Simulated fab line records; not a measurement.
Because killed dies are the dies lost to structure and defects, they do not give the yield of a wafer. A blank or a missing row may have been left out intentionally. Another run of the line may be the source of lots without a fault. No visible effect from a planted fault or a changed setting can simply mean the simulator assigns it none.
Struck lot and sound lot, side by side / flow sky130 / 27 steps out of a route of 708
Sound: wafers L337.1, L337.2, L337.3. Struck: wafer L348.6; the same lot's L348.3 was not struck, so it is left out; see the end for the cause.
Order at every step that has rows: each side's tool, ch and its chambers, its first start. Under that, the readings that differ: sound wafers / struck wafers / difference of the means / sigmas: that difference in standard deviations of wafers without a fault.
alike: same words and numbers on both sides, and readings whose means sit less than 2 such deviations apart. not compared: any withheld reading, any reading some wafer has no value for, any bound like >300 that may hide the same value, and any number with overlapping values for which the record gives no deviation.
The two part at a step that has a row with sigmas, a row that says differs or no value, or rows on one side only. Numbers that don't overlap but have no deviation are shown without sigmas and don't part them. A reading that every wafer of one side lacks parts them only if that side has two wafers or more.

first, 2 steps without rows for these wafers: SKY_LDD_LDN_PEB_05; SKY_LDD_LDN_DEVELOP_06 (develop time 60 s).
SKY_LDD_LDN_OVL_MEAS_07:
  sound on overlay-02 at day 23 13:38; struck on overlay-02 at day 27 21:21
  alike: LDD_LDN_OVL
then, 4 steps without rows for these wafers: SKY_LDD_LDN_IMPLANT_08; SKY_LDD_LDN_IMPLANT_09; SKY_LDD_LDN_IMPLANT_10; SKY_LDD_LDN_IMPLANT_11.
SKY_LDD_LDN_STRIP_12: strips in O2/N2.
  sound on plasma_asher-04 ch 0,1, day 23 14:16; struck on plasma_asher-02 ch 0, day 27 22:01
  alike: drypump_motor_current_A, n2_flow_sccm, oes_product_au, strip_time_to_endpoint_s
  not compared: rf_hours_counter_h
SKY_LDD_LDN_TW_MEAS_13:
  sound on film_metro-03 at day 23 14:22; struck on film_metro-03 at day 27 22:05
  alike: LDD_LDN_TW
then, 2 steps without rows for these wafers: SKY_LDD_LDN_CLEAN_14 (cleans in SC1/SC2, time 150 s); SKY_SPACER_CVD_00 (deposits Si3N4 from DCS/NH3, target thk 43.1 nm, time 740 s).
SKY_SPACER_THK_MEAS_01:
  sound on film_metro-04 at day 23 15:41; struck on film_metro-03 at day 28 00:05
reading=SPACER_CVD_00_THK (nm); sound=44.0 44.0 43.4; struck=42.5; difference=-1.3; sigmas=-3
SKY_SPACER_ETCHBACK_02: etches Si3N4 in CH3F/O2, stops on SiO2, time 46.7 s, target depth 45 nm.
  sound on rie_diel-04 ch 1,2,3, day 23 15:44; struck on rie_diel-02 ch 1, day 28 00:08
reading=model.SiO2_of_SONOS_ONO_CVD_04.thk_nm (nm); sound=4.222 4.139 4.238; struck=2.147; difference=-2.053; sigmas=
  alike: ch3f_flow_sccm, drypump_motor_current_A, oes_product_au, throttle_valve_pct
  not compared: rf_hours_counter_h
then, 8 steps without rows for these wafers: SKY_POLY_CUT_DEHYDRATE_00 (time 60 s); SKY_POLY_CUT_HMDS_01 (prime time 60 s); SKY_POLY_CUT_COAT_02 (resist thk 60 nm); SKY_POLY_CUT_COAT_03 (resist thk 450 nm); SKY_POLY_CUT_SOFTBAKE_04 (time 90 s); SKY_POLY_CUT_EXPOSE_05 (exposes mask NPCM, target cd 270 nm); SKY_POLY_CUT_PEB_06; SKY_POLY_CUT_DEVELOP_07 (develop time 60 s).
SKY_POLY_CUT_CD_MEAS_08: target cd 270 nm.
  sound on cd_sem-01 at day 24 22:11; struck on cd_sem-02 at day 29 04:24
  alike: cd_nm
SKY_POLY_CUT_OVL_MEAS_09:
  sound on overlay-01 at day 24 22:19; struck on overlay-02 at day 29 04:30
  alike: POLY_CUT_OVL
SKY_POLY_CUT_ETCH_10: etches BARC in N2/H2, stops on SiO2, time 45.9 s, target depth 60 nm.
  sound on rie_diel-01 ch 0,1,2, day 24 22:20; struck on rie_diel-02 ch 3, day 29 04:31
  alike: drypump_motor_current_A, h2_flow_sccm, n2_flow_sccm, oes_product_au, throttle_valve_pct
  not compared: rf_hours_counter_h
SKY_POLY_CUT_ETCH_11: etches Si3N4 in CF4/CH2F2/Ar, stops on poly-Si, time 42.5 s, target depth 60 nm.
  sound on rie_diel-01 ch 0,1,2, day 24 22:23; struck on rie_diel-02 ch 3, day 29 04:34
reading=oes_product_au (a.u.); sound=0.826 0.833 0.836; struck=0.785; difference=-0.047; sigmas=-7
reading=model.etch.depth_nm (nm); sound=62 62.74 62.55; struck=56.74; difference=-5.69; sigmas=
reading=model.POLY_CUT.feature_depth_nm (nm); sound=62 62.74 62.55; struck=56.74; difference=-5.69; sigmas=
  alike: drypump_motor_current_A, throttle_valve_pct
  not compared: rf_hours_counter_h
SKY_POLY_CUT_STRIP_12: strips in O2/N2.
  sound on plasma_asher-01 ch 0,1, day 24 22:26; struck on plasma_asher-01 ch 0, day 29 04:38
  alike: drypump_motor_current_A, n2_flow_sccm, oes_product_au, strip_time_to_endpoint_s
  not compared: rf_hours_counter_h
-- a jump in the record: the struck wafers' starts before and after are 20 days apart (it breaks off in module POLY_CUT and resumes in module PAD_OPEN, where the first step shown is number 708 of the route) --
SKY_PAD_OPEN_PROBE_99:
  sound on prober-01 at day 46 06:02; struck on prober-01 at day 49 03:25
reading=model.etest.pfet_01v8.r_on_ohm_um; sound=2877 2905 2956; struck=2622; difference=-291; sigmas=
reading=model.etest.res_pdiff.line_ohm_um; sound=1389 1402 1408; struck=1249; difference=-151; sigmas=
reading=model.etest.res_ndiff.line_ohm_um; sound=767.9 766.3 761.5; struck=712.9; difference=-52.3; sigmas=
reading=model.etest.nfet_g5v0d10v5.r_on_ohm_um; sound=1865 1916 1896; struck=1832; difference=-60; sigmas=
reading=model.etest.sonos_uncharged.r_on_ohm_um; sound=807.3 811.5 810.8; struck=784.7; difference=-25.2; sigmas=
reading=model.etest.pfet_01v8.drive_ua_um; sound=194.3 192.8 190.9; struck=217.1; difference=+24.4; sigmas=
reading=model.etest.res_pdiff.rs_ohm_sq; sound=199.7 199 198.5; struck=176.5; difference=-22.6; sigmas=
reading=model.etest.pfet_01v8_hvt.drive_ua_um; sound=145.4 143.8 142.6; struck=162.3; difference=+18.4; sigmas=

== WHERE THEY PART ==
Earliest at SKY_SPACER_THK_MEAS_01; latest, in this record, at SKY_POLY_CUT_ETCH_11. Later steps at which nothing parts them and some readings are alike: SKY_POLY_CUT_STRIP_12.

WHY: the cause the simulator had injected
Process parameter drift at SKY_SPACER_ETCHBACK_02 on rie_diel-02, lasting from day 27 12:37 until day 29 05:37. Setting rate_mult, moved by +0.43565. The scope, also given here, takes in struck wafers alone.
